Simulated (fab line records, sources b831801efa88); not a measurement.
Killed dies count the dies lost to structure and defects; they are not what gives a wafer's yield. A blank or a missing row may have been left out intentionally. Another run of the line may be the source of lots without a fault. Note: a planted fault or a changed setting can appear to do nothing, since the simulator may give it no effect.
Tool commonality check || flow gf180mcu || 12 lots and 36 wafers in the sample

WHY IT WAS OPENED
2 of 12 lots carry a flag on the reading HV_LDD_02_OVL at GF_HV_LDD_OVL_MEAS_32. No-fault wafers: 0.2 nm, standard deviation 1.4.
Rule: a lot gets a flag if all its wafers with a number sit over 4 standard deviations from that mean, or if no wafer of it has a number. The other lots count as sound.

{"lot": "L634", "measured": "day 12 06:46", "on": "overlay-02", "HV_LDD_02_OVL (nm), wafer by wafer": "3.3 0.4 1.2", "flag": ""}
{"lot": "L636", "measured": "day 12 19:41", "on": "overlay-01", "HV_LDD_02_OVL (nm), wafer by wafer": "0.7 -0.8 -2.2", "flag": ""}
{"lot": "L638", "measured": "day 13 10:50", "on": "overlay-02", "HV_LDD_02_OVL (nm), wafer by wafer": "0.8 1.1 -0.2", "flag": ""}
{"lot": "L640", "measured": "day 13 23:10", "on": "overlay-01", "HV_LDD_02_OVL (nm), wafer by wafer": "2.1 0.8 1.3", "flag": ""}
{"lot": "L643", "measured": "day 15 03:55", "on": "overlay-01", "HV_LDD_02_OVL (nm), wafer by wafer": "-1.3 0.5 -0.3", "flag": ""}
{"lot": "L644", "measured": "day 15 12:41", "on": "overlay-02", "HV_LDD_02_OVL (nm), wafer by wafer": "1.6 0.5 -0.3", "flag": ""}
{"lot": "L645", "measured": "day 15 16:03", "on": "overlay-02", "HV_LDD_02_OVL (nm), wafer by wafer": "165.4 166.3 165.8", "flag": "FLAGGED"}
{"lot": "L646", "measured": "day 16 03:05", "on": "overlay-01", "HV_LDD_02_OVL (nm), wafer by wafer": "166.9 164.9 165.6", "flag": "FLAGGED"}
{"lot": "L651", "measured": "day 17 20:53", "on": "overlay-01", "HV_LDD_02_OVL (nm), wafer by wafer": "2.0 2.4 2.2", "flag": ""}
{"lot": "L652", "measured": "day 17 22:30", "on": "overlay-02", "HV_LDD_02_OVL (nm), wafer by wafer": "2.3 0.5 0.4", "flag": ""}
{"lot": "L654", "measured": "day 18 15:52", "on": "overlay-02", "HV_LDD_02_OVL (nm), wafer by wafer": "0.0 -0.6 -1.1", "flag": ""}
{"lot": "L655", "measured": "day 19 00:14", "on": "overlay-02", "HV_LDD_02_OVL (nm), wafer by wafer": "2.9 3.0 3.0", "flag": ""}
The numbers of the flagged lots are 165.8 nm on average: +165.6 nm against the usual, or +99 or more standard deviations.

WHICH TOOL RAN EACH LOT
The record keeps 1 process step preceding the reading, out of 602 steps on the route. Each cell gives the tool, then ch followed by the chambers the sampled wafers passed through, then the start.
{"lot": "L634", "flag": "", "GF_HV_LDD_EXPOSE_28": "ilineStepper-02 ch 0, day 11 21:08"}
{"lot": "L636", "flag": "", "GF_HV_LDD_EXPOSE_28": "ilineStepper-02 ch 0, day 12 09:50"}
{"lot": "L638", "flag": "", "GF_HV_LDD_EXPOSE_28": "ilineStepper-02 ch 0, day 13 01:31"}
{"lot": "L640", "flag": "", "GF_HV_LDD_EXPOSE_28": "ilineStepper-02 ch 0, day 13 12:52"}
{"lot": "L643", "flag": "", "GF_HV_LDD_EXPOSE_28": "ilineStepper-02 ch 0, day 14 17:20"}
{"lot": "L644", "flag": "", "GF_HV_LDD_EXPOSE_28": "ilineStepper-01 ch 0, day 15 02:21"}
{"lot": "L645", "flag": "FLAGGED", "GF_HV_LDD_EXPOSE_28": "ilineStepper-02 ch 0, day 15 05:05"}
{"lot": "L646", "flag": "FLAGGED", "GF_HV_LDD_EXPOSE_28": "ilineStepper-02 ch 0, day 15 16:32"}
{"lot": "L651", "flag": "", "GF_HV_LDD_EXPOSE_28": "ilineStepper-01 ch 0, day 17 10:08"}
{"lot": "L652", "flag": "", "GF_HV_LDD_EXPOSE_28": "ilineStepper-01 ch 0, day 17 11:34"}
{"lot": "L654", "flag": "", "GF_HV_LDD_EXPOSE_28": "ilineStepper-01 ch 0, day 18 03:58"}
{"lot": "L655", "flag": "", "GF_HV_LDD_EXPOSE_28": "ilineStepper-01 ch 0, day 18 11:58"}
What the steps here do:
- GF_HV_LDD_EXPOSE_28: exposes mask Nplus HV AREA, target cd 400 nm.
- GF_HV_LDD_OVL_MEAS_32

FLAGGED AGAINST TOTAL, ONE TOOL AT A TIME (gauges that did the reading follow at the end)
{"step": "GF_HV_LDD_EXPOSE_28", "tool": "ilineStepper-01", "lots run": 5, "flagged": 0, "share of the flagged lots": "none", "sound lots run after its first flagged lot": "-"}
{"step": "GF_HV_LDD_EXPOSE_28", "tool": "ilineStepper-02", "lots run": 7, "flagged": 2, "share of the flagged lots": "all", "sound lots run after its first flagged lot": 0}
{"step": "GF_HV_LDD_OVL_MEAS_32", "tool": "overlay-01", "lots run": 5, "flagged": 1, "share of the flagged lots": "some", "sound lots run after its first flagged lot": "1 (L651)"}
{"step": "GF_HV_LDD_OVL_MEAS_32", "tool": "overlay-02", "lots run": 7, "flagged": 1, "share of the flagged lots": "some", "sound lots run after its first flagged lot": "3 (L652,L654,L655)"}

WHAT IS ALLOWED BY THE TABLE
All flagged lots share 1 row of the table, namely ilineStepper-02 at GF_HV_LDD_EXPOSE_28.
- ilineStepper-02 at GF_HV_LDD_EXPOSE_28: 2 of its 7 lots flagged. Its last sound lot is L643 (day 14 17:20), its first flagged lot L645 (day 15 05:05): a fault that began between those two fits.
One tool is left: ilineStepper-02 at GF_HV_LDD_EXPOSE_28.

WHAT WAS PUT IN BY THE SIMULATOR
Scanner matching overlay: ilineStepper-02, from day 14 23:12 on, at GF_HV_LDD_EXPOSE_28. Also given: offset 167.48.
Struck lots among those shown: L645, L646. The rule given above showed the same thing.
